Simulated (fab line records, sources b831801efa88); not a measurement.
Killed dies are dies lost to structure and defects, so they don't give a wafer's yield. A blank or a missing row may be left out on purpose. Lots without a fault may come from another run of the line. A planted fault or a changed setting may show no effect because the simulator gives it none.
Chamber matching | flow gf180mcu | GF_CONTACT_CMP_04 on cmp-01: 3 sister chambers
The step polishes SiO2. 16 wafers are shown with their chamber, then 5 later ones without.

WAFERS WITH THEIR CHAMBER
wafer  | chamber | motor_current_A (A) | time_to_endpoint_s (s) | edge_zone_pressure_frac
L615.1 | 2       | 11.7                | 109                    | 1.004
L615.4 | 0       | 12.3                | 103                    | 1.000
L615.6 | 0       | 12.5                | 108                    | 0.998
L617.1 | 0       | 12.1                | 106                    | 0.999
L617.4 | 3       | 10.0                | 109                    | 0.991
L617.6 | 2       | 11.5                | 120                    | 1.001
L618.1 | 3       | 10.1                | 98                     | 0.998
L618.2 | 2       | 10.8                | 105                    | 1.002
L618.6 | 3       | 9.9                 | 106                    | 0.999
L619.2 | 2       | 11.1                | 104                    | 1.001
L619.3 | 3       | 10.3                | 97                     | 1.006
L619.6 | 0       | 12.4                | 98                     | 1.000
L620.3 | 0       | 12.1                | 101                    | 1.002
L620.5 | 2       | 11.2                | 110                    | 1.009
L620.6 | 3       | 10.4                | 110                    | 1.009
L623.1 | 2       | 11.1                | 119                    | 1.002

SIGNATURES (means of the wafers above)
reading                 | chamber 0 | chamber 2 | chamber 3 | scatter within a chamber
motor_current_A         | 12.280    | 11.233    | 10.140    | 0.25
time_to_endpoint_s      | 103.20    | 111.17    | 104.00    | 5.87
edge_zone_pressure_frac | 0.99980   | 1.00317   | 1.00060   | 0.00444
Rule: a wafer's distance from a chamber is the root of the sum, over the readings, of the square of ((its reading less the chamber's mean) divided by the reading's scatter). The wafer belongs to the nearest chamber; if the next one is less than 2 further off, it can't be placed. The scatter: the root of (the sum of the squares of (reading less its chamber's mean) over the shown wafers, divided by (wafers less chambers)).

WAFERS WITHOUT THEIR CHAMBER
wafer  | motor_current_A (A) | time_to_endpoint_s (s) | edge_zone_pressure_frac
L623.4 | 10.9                | 112                    | 1.001
L637.1 | 11.1                | 115                    | 1.004
L637.5 | 12.9                | 115                    | 0.998
L638.2 | 11.3                | 104                    | 0.992
L638.3 | 10.9                | 106                    | 1.006

WHICH CHAMBER EACH WENT THROUGH
wafer  | from the rows above     | in truth
L623.4 | can't be placed: 2 or 3 | 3
L637.1 | 2                       | 2
L637.5 | 0                       | 0
L638.2 | can't be placed: 2 or 0 | 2
L638.3 | can't be placed: 2 or 3 | 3
Placed correctly: 2 of 5. Can't be placed from these rows: 3 (the true chamber is among the candidates in 3). Placed wrongly: 0.
